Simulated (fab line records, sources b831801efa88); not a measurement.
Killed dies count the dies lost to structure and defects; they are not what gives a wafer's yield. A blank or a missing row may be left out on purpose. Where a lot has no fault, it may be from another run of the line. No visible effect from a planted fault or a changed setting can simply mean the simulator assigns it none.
Comparing a struck lot with a sound one / flow gf180mcu / 30 out of 602 route steps
Sound: wafers L846.1, L846.2, L846.3. Struck: wafer L838.3 (left out: L838.2, L838.5 of the same lot, which were not struck); the cause appears at the end.
For every step that has rows: the tool of each side, followed by ch and its chambers, followed by its first start. Under that, the readings that differ: sound wafers / struck wafers / difference of the means / sigmas: that difference in standard deviations of wafers without a fault.
alike: a reading whose means differ by less than 2 such deviations, as well as words and numbers matching on both sides. not compared: withheld readings; readings where some wafer has no value; bounds like >300 that might hide an equal value; numbers whose values overlap and for which the record gives no deviation.
The two part at a step that has a row with sigmas, a row that says differs or no value, or rows on one side only. Numbers that have no deviation but don't overlap get no sigmas and don't part them. A reading that every wafer of one side lacks parts them only if that side has two wafers or more.

first, 3 steps without rows for these wafers: GF_PSD_EXPOSE_04 (exposes mask Pplus, target cd 400 nm); GF_PSD_PEB_05; GF_PSD_DEVELOP_06 (develop time 60 s).
GF_PSD_CD_MEAS_07: target cd 400 nm.
  sound on cd_sem-02, day 19 04:20; struck on cd_sem-02, day 16 07:12
  alike: cd_nm
GF_PSD_OVL_MEAS_08:
  sound on overlay-01, day 19 04:27; struck on overlay-02, day 16 07:18
  alike: PSD_OVL
after that, 1 step had no rows for these wafers: GF_PSD_IMPLANT_09.
GF_PSD_STRIP_10: strips in O2/N2.
  sound on plasma_asher-02 ch 0,1, day 19 04:38; struck on plasma_asher-02 ch 0, day 16 07:29
  alike: drypump_motor_current_A, heater_power_w, oes_product_au, strip_time_to_endpoint_s
  not compared: rf_hours_counter_h
GF_PSD_TW_MEAS_11:
  sound on film_metro-02, day 19 04:44; struck on film_metro-02, day 16 07:35
  alike: PSD_TW
then, 1 step without rows for these wafers: GF_PSD_CLEAN_12 (cleans in SC1/SC2, time 150 s).
GF_PSD_RTA_13: time 20 s.
  sound on rtp_anneal-02 ch 0, day 19 04:51; struck on rtp_anneal-01 ch 0, day 16 07:43
reading=anneal_temp_c_max; sound=1033.0 1032.2 1034.5; struck=1029.5; difference=-3.7; sigmas=-2
reading=wafer_temp_C_max; sound=1029.3 1027.6 1026.5; struck=1030.3; difference=+2.5; sigmas=+3
  alike: lamp_power_pct
GF_PSD_RS_MEAS_14: a four-point-probe measurement.
  sound on film_metro-01, day 19 04:56; struck on film_metro-01, day 16 07:48
  alike: NSD_RS
GF_PSD_RS_MEAS_15: a four-point-probe measurement.
  sound on film_metro-01, day 19 05:03; struck on film_metro-01, day 16 07:55
  alike: PSD_RS
GF_SAB_CVD_00: deposits SiO2 from TEOS, target thk 50 nm, time 4.9302 s.
  sound on pecvd-03 ch 0,1,2, day 19 05:10; struck on pecvd-02 ch 0, day 16 08:01
reading=model.SiO2_of_SAB_CVD_00.thk_nm (nm); sound=49.85 49.97 49.44; struck=68.97; difference=+19.22; sigmas=
  alike: heater_power_w
GF_SAB_THK_MEAS_01:
  sound on film_metro-04, day 19 05:11; struck on film_metro-02, day 16 08:05
reading=SAB_CVD_00_THK (nm); sound=49.9 50.0 49.5; struck=68.9; difference=+19.1; sigmas=+35
then, 7 steps without rows for these wafers: GF_SAB_DEHYDRATE_02 (time 60 s); GF_SAB_HMDS_03 (prime time 60 s); GF_SAB_COAT_04 (resist thk 1000 nm); GF_SAB_SOFTBAKE_05 (time 60 s); GF_SAB_EXPOSE_06 (exposes mask SAB, target cd 420 nm); GF_SAB_PEB_07; GF_SAB_DEVELOP_08 (develop time 60 s).
GF_SAB_CD_MEAS_09: target cd 420 nm.
  sound on cd_sem-01, day 20 05:39; struck on cd_sem-02, day 17 06:46
  alike: cd_nm
GF_SAB_OVL_MEAS_10:
  sound on overlay-02, day 20 05:46; struck on overlay-01, day 17 06:53
  alike: SAB_OVL
GF_SAB_ETCH_11: etches SiO2 in C4F8/O2/Ar, target depth 55 nm, time 8.5 s.
  sound on rie_diel-01 ch 0,1,3, day 20 05:49; struck on rie_diel-01 ch 1, day 17 06:55
  alike: oes_product_au
  not compared: rf_hours_counter_h
then, 1 step without rows for these wafers: GF_SAB_WET_ETCH_12 (etches SiO2 in dHF, target depth 22 nm, time 440 s).
GF_SAB_STRIP_13: strips in O2/N2.
  sound on plasma_asher-03 ch 0,1, day 20 05:58; struck on plasma_asher-02 ch 0, day 17 07:04
  alike: drypump_motor_current_A, heater_power_w, oes_product_au, strip_time_to_endpoint_s
  not compared: rf_hours_counter_h
then, 1 step without rows for these wafers: GF_SALICIDE_CLEAN_00 (cleans in SC1/SC2, time 150 s).
GF_SALICIDE_WET_ETCH_01: etches SiO2 in dHF, target depth 5 nm, time 100 s.
  sound on wet_bench-03 ch 3, day 20 06:07; struck on wet_bench-04 ch 2, day 17 07:13
reading=model.SiO2_of_SAB_CVD_00.thk_nm (nm); sound=39.23 39.39 38.79; struck=58.24; difference=+19.10; sigmas=
GF_SALICIDE_SPUTTER_02: material Co, target thk 10 nm, time 20 s.
  sound on pvd_sputter-03, day 20 06:09; struck on pvd_sputter-02, day 17 07:15
  alike: throttle_valve_pct
-- the record jumps here: 14 days lie between the struck wafers' starts before and after (it left off in module SALICIDE and takes up again in module PASSIVATION, whose first step shown is number 602 of the route) --
GF_PASSIVATION_PROBE_99:
  the record has rows for the struck wafers here (prober-01, day 31 01:08) and none for the sound ones

## WHERE THEY PART
First at GF_PSD_RTA_13; last, within this record, at GF_PASSIVATION_PROBE_99.

WHY: what had been put in by the simulator
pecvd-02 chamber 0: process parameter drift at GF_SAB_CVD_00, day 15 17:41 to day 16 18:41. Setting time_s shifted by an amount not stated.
